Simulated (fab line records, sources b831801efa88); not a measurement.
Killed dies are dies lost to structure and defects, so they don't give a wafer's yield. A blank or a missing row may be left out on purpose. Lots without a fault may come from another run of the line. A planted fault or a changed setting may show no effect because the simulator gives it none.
Tool commonality check | flow sky130 | 12 lots, 36 wafers sampled

WHY IT WAS OPENED
At SKY_VT_ADJUST_NCORE_TW_MEAS_11 the reading VT_ADJUST_NCORE_TW is flagged on 2 of 12 lots. Wafers without a fault read 218.5, standard deviation 2.5.
Rule: a lot is flagged when every wafer of it that has a number lies more than 4 standard deviations from that mean, or none has a number. The other lots count as sound.

lot  | measured     | on            | VT_ADJUST_NCORE_TW, wafer by wafer | flag
L256 | day 8 23:29  | film_metro-01 | 220.7 220.7 220.2                  |
L257 | day 9 01:57  | film_metro-02 | 216.4 217.2 217.9                  |
L258 | day 9 06:40  | film_metro-02 | 218.3 218.5 218.4                  |
L259 | day 9 19:58  | film_metro-02 | 217.6 218.4 218.6                  |
L261 | day 10 05:32 | film_metro-02 | 194.7 195.6 195.8                  | FLAGGED
L262 | day 10 14:39 | film_metro-01 | 196.3 197.1 196.3                  | FLAGGED
L265 | day 11 13:25 | film_metro-03 | 216.8 218.9 216.7                  |
L272 | day 13 18:17 | film_metro-01 | 222.5 223.1 222.8                  |
L273 | day 14 01:55 | film_metro-01 | 223.1 222.0 221.6                  |
L276 | day 14 17:43 | film_metro-01 | 222.0 221.2 222.1                  |
L277 | day 15 06:26 | film_metro-03 | 216.1 215.0 215.8                  |
L278 | day 15 11:03 | film_metro-01 | 221.2 221.0 220.3                  |
The numbers of the flagged lots are 196.0 on average: -22.5 against the usual, or -9 standard deviations.

WHICH TOOL RAN EACH LOT
The record holds 1 process step before the reading, out of a route of 708 steps. In each cell: the tool, then ch and the chambers that the sampled wafers went through, then the start.
lot  | flag    | SKY_VT_ADJUST_NCORE_IMPLANT_09
L256 |         | implanter-03 ch 0, day 8 23:16
L257 |         | implanter-02 ch 0, day 9 01:43
L258 |         | implanter-03 ch 0, day 9 06:28
L259 |         | implanter-02 ch 0, day 9 19:43
L261 | FLAGGED | implanter-02 ch 0, day 10 05:17
L262 | FLAGGED | implanter-02 ch 0, day 10 14:25
L265 |         | implanter-03 ch 0, day 11 13:13
L272 |         | implanter-04 ch 0, day 13 18:02
L273 |         | implanter-04 ch 0, day 14 01:40
L276 |         | implanter-02 ch 0, day 14 17:28
L277 |         | implanter-03 ch 0, day 15 06:11
L278 |         | implanter-04 ch 0, day 15 10:49
What these steps do:
- SKY_VT_ADJUST_NCORE_IMPLANT_09
- SKY_VT_ADJUST_NCORE_TW_MEAS_11

FLAGGED OVER TOTAL, TOOL BY TOOL (the gauges that took the reading come last)
step                           | tool          | lots run | flagged | share of the flagged lots | sound lots run after its first flagged lot
SKY_VT_ADJUST_NCORE_IMPLANT_09 | implanter-02  | 5        | 2       | all                       | 1 (L276)
SKY_VT_ADJUST_NCORE_IMPLANT_09 | implanter-03  | 4        | 0       | none                      | -
SKY_VT_ADJUST_NCORE_IMPLANT_09 | implanter-04  | 3        | 0       | none                      | -
SKY_VT_ADJUST_NCORE_TW_MEAS_11 | film_metro-01 | 6        | 1       | some                      | 4 (L272,L273,L276,L278)
SKY_VT_ADJUST_NCORE_TW_MEAS_11 | film_metro-02 | 4        | 1       | some                      | 0
SKY_VT_ADJUST_NCORE_TW_MEAS_11 | film_metro-03 | 2        | 0       | none                      | -

WHAT THE TABLE ALLOWS
1 row of the table ran every flagged lot: implanter-02 at SKY_VT_ADJUST_NCORE_IMPLANT_09.
- implanter-02 at SKY_VT_ADJUST_NCORE_IMPLANT_09: 2 of its 5 lots flagged. Sound lots ran on it after the first flagged one (L276), which a lasting fault on the whole tool wouldn't allow. Its own readings lie more than 4 standard deviations out on every wafer of the flagged lots: dose_ions_cm2, faraday_current_uA.
No row of the table ran every flagged lot and no sound lot after the first.

WHAT THE SIMULATOR HAD PUT IN
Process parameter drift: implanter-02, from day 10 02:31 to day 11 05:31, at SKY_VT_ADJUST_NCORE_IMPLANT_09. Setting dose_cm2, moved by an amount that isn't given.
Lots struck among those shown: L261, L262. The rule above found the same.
